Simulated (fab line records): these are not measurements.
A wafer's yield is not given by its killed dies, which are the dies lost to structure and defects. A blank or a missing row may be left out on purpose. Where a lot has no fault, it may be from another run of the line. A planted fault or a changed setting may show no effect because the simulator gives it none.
Which tool is to blame? / flow sky130 / Sampling: 14 lots, 42 wafers, 2 of 708 route steps

## WHAT THE GAUGES SHOWED, per wafer
SKY_LDD_HVP_TW_MEAS_10. Usual: LDD_HVP_TW 461.6, standard deviation 2.9.
lot=L264; measured=day 21 17:40; on=film_metro-04; LDD_HVP_TW=463.6 462.5 460.9; flag=
lot=L265; measured=day 22 04:38; on=film_metro-01; LDD_HVP_TW=459.9 457.7 457.3; flag=
lot=L266; measured=day 22 12:28; on=film_metro-03; LDD_HVP_TW=458.6 458.2 458.3; flag=
lot=L268; measured=day 23 01:32; on=film_metro-04; LDD_HVP_TW=460.4 458.9 461.1; flag=
lot=L270; measured=day 23 18:05; on=film_metro-01; LDD_HVP_TW=460.0 462.5 463.3; flag=
lot=L271; measured=day 25 00:32; on=film_metro-04; LDD_HVP_TW=466.6 464.8 464.8; flag=
lot=L275; measured=day 25 12:44; on=film_metro-01; LDD_HVP_TW=445.4 446.3 448.1; flag=OFF
lot=L274; measured=day 25 16:29; on=film_metro-04; LDD_HVP_TW=464.9 464.2 464.6; flag=
lot=L276; measured=day 25 21:21; on=film_metro-01; LDD_HVP_TW=445.1 443.0 443.4; flag=OFF
lot=L277; measured=day 26 05:20; on=film_metro-03; LDD_HVP_TW=456.8 456.6 457.2; flag=
lot=L283; measured=day 28 07:46; on=film_metro-03; LDD_HVP_TW=460.7 464.3 460.0; flag=
lot=L285; measured=day 28 22:17; on=film_metro-04; LDD_HVP_TW=464.0 466.4 464.2; flag=
lot=L286; measured=day 29 14:38; on=film_metro-04; LDD_HVP_TW=463.4 464.4 464.0; flag=
lot=L287; measured=day 29 17:55; on=film_metro-04; LDD_HVP_TW=461.8 465.6 463.1; flag=

## WHAT TOOL EACH LOT RAN ON (gives the tool, then ch and the chambers of the sampled wafers, and finally the start)
lot=L264; SKY_LDD_HVP_IMPLANT_08=implanter-01 ch 0, day 21 17:25
lot=L265; SKY_LDD_HVP_IMPLANT_08=implanter-01 ch 0, day 22 04:23
lot=L266; SKY_LDD_HVP_IMPLANT_08=implanter-01 ch 0, day 22 12:13
lot=L268; SKY_LDD_HVP_IMPLANT_08=implanter-01 ch 0, day 23 01:19
lot=L270; SKY_LDD_HVP_IMPLANT_08=implanter-03 ch 0, day 23 17:52
lot=L271; SKY_LDD_HVP_IMPLANT_08=implanter-01 ch 0, day 25 00:19
lot=L275; SKY_LDD_HVP_IMPLANT_08=implanter-03 ch 0, day 25 12:31
lot=L274; SKY_LDD_HVP_IMPLANT_08=implanter-01 ch 0, day 25 16:16
lot=L276; SKY_LDD_HVP_IMPLANT_08=implanter-03 ch 0, day 25 21:09
lot=L277; SKY_LDD_HVP_IMPLANT_08=implanter-04 ch 0, day 26 05:07
lot=L283; SKY_LDD_HVP_IMPLANT_08=implanter-01 ch 0, day 28 07:31
lot=L285; SKY_LDD_HVP_IMPLANT_08=implanter-03 ch 0, day 28 22:04
lot=L286; SKY_LDD_HVP_IMPLANT_08=implanter-03 ch 0, day 29 14:24
lot=L287; SKY_LDD_HVP_IMPLANT_08=implanter-01 ch 0, day 29 17:40
- SKY_LDD_HVP_IMPLANT_08

## AS READ BY THE TOOLS THEMSELVES (means over the sampled wafers that have a number; for cases with no such wafer, the mark the record gives instead)
SKY_LDD_HVP_IMPLANT_08. Usual: beam_energy_keV 20.000, standard deviation 0.0072; dose_ions_cm2 1.7251e+13, standard deviation 1.9e+10.
lot=L264 tool=implanter-01 beam_energy_keV=20.005 dose_ions_cm2=1.7230e+13 flag=
lot=L265 tool=implanter-01 beam_energy_keV=20.003 dose_ions_cm2=1.7242e+13 flag=
lot=L266 tool=implanter-01 beam_energy_keV=19.986 dose_ions_cm2=1.7260e+13 flag=
lot=L268 tool=implanter-01 beam_energy_keV=20.006 dose_ions_cm2=1.7244e+13 flag=
lot=L270 tool=implanter-03 beam_energy_keV=20.006 dose_ions_cm2=1.7259e+13 flag=
lot=L271 tool=implanter-01 beam_energy_keV=19.997 dose_ions_cm2=1.7225e+13 flag=
lot=L275 tool=implanter-03 beam_energy_keV=17.163 dose_ions_cm2=1.7237e+13 flag=OFF
lot=L274 tool=implanter-01 beam_energy_keV=19.996 dose_ions_cm2=1.7259e+13 flag=
lot=L276 tool=implanter-03 beam_energy_keV=17.166 dose_ions_cm2=1.7261e+13 flag=OFF
lot=L277 tool=implanter-04 beam_energy_keV=19.999 dose_ions_cm2=1.7258e+13 flag=
lot=L283 tool=implanter-01 beam_energy_keV=20.006 dose_ions_cm2=1.7243e+13 flag=
lot=L285 tool=implanter-03 beam_energy_keV=20.004 dose_ions_cm2=1.7239e+13 flag=
lot=L286 tool=implanter-03 beam_energy_keV=19.994 dose_ions_cm2=1.7254e+13 flag=
lot=L287 tool=implanter-01 beam_energy_keV=19.996 dose_ions_cm2=1.7273e+13 flag=

## THE ANSWER, worked out from the rows above alone
Rule: lot off if the mean of its wafers having a number is beyond 3 standard deviations from the usual mean. Also off: a lot with no number at a reading for which 4 or more lots have one. All remaining lots with rows at the step are treated as sound. After the gauges, taken in route order, come the tools' own readings; for these a lot's mean is taken, as printed above. The first step at which some lot is off is used, and at that step the reading that is off furthest; a lot without a number counts as furthest.
Off: L275, L276, seen at SKY_LDD_HVP_TW_MEAS_10 (LDD_HVP_TW).
A tool fits if, at a process step before that reading, it ran every lot that is off, and no sound lot after the first of them. Not tried: the gauges at SKY_LDD_HVP_TW_MEAS_10; whatever is off there is also off at SKY_LDD_HVP_IMPLANT_08, on other tools, and gauge error can't account for it. Not one of the candidates tried fits.

## WHAT THE SIMULATOR HAD PUT IN
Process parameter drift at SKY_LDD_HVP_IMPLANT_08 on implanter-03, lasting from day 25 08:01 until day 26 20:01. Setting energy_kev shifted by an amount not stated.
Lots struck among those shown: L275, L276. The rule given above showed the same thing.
